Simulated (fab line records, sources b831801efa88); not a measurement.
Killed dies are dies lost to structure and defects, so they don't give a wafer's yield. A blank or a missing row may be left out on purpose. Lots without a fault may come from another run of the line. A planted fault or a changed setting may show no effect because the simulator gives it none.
Which tool did it? | flow gf180mcu | 7 lots, 21 wafers sampled, at 1 step of a route of 602

WHAT THE GAUGES READ, wafer by wafer
GF_STI_THK_MEAS_22.
lot  | measured    | on            | STI_OXIDATION_01_THK (nm)
L394 | day 2 10:06 | film_metro-02 | 15.12 15.28 15.13
L397 | day 3 01:08 | film_metro-02 | 14.75 14.96 15.04
L400 | day 3 16:14 | film_metro-03 | 15.14 15.13 15.41
L402 | day 4 01:35 | film_metro-02 | 15.13 15.16 15.38
L404 | day 4 11:48 | film_metro-04 | 14.92 14.84 15.12
L414 | day 6 18:47 | film_metro-04 | 14.92 14.60 14.65
L416 | day 7 05:29 | film_metro-02 | 14.89 14.68 14.67

WHICH TOOL RAN EACH LOT (tool, then ch and the chambers of the sampled wafers, then the start)
The record holds no process step before these readings.

THE ANSWER, worked out from the rows above alone
Rule: what is usual is taken from the lots themselves. Put in order of their means at a reading, lots are off if they are a third of the lots or fewer, leave a main group of 4 or more, and stand apart from it by a gap of 3 or more times the standard deviation of the main group's means; of several such gaps the widest counts. A main group whose means are all the same, to the digits that the tables above print for the reading, isn't used. A lot without any number at a reading at which 4 lots or more have one is off too. The other lots that the step has rows for count as sound.
No lot is off at any reading shown: from this, nothing can be told.

WHAT THE SIMULATOR HAD PUT IN
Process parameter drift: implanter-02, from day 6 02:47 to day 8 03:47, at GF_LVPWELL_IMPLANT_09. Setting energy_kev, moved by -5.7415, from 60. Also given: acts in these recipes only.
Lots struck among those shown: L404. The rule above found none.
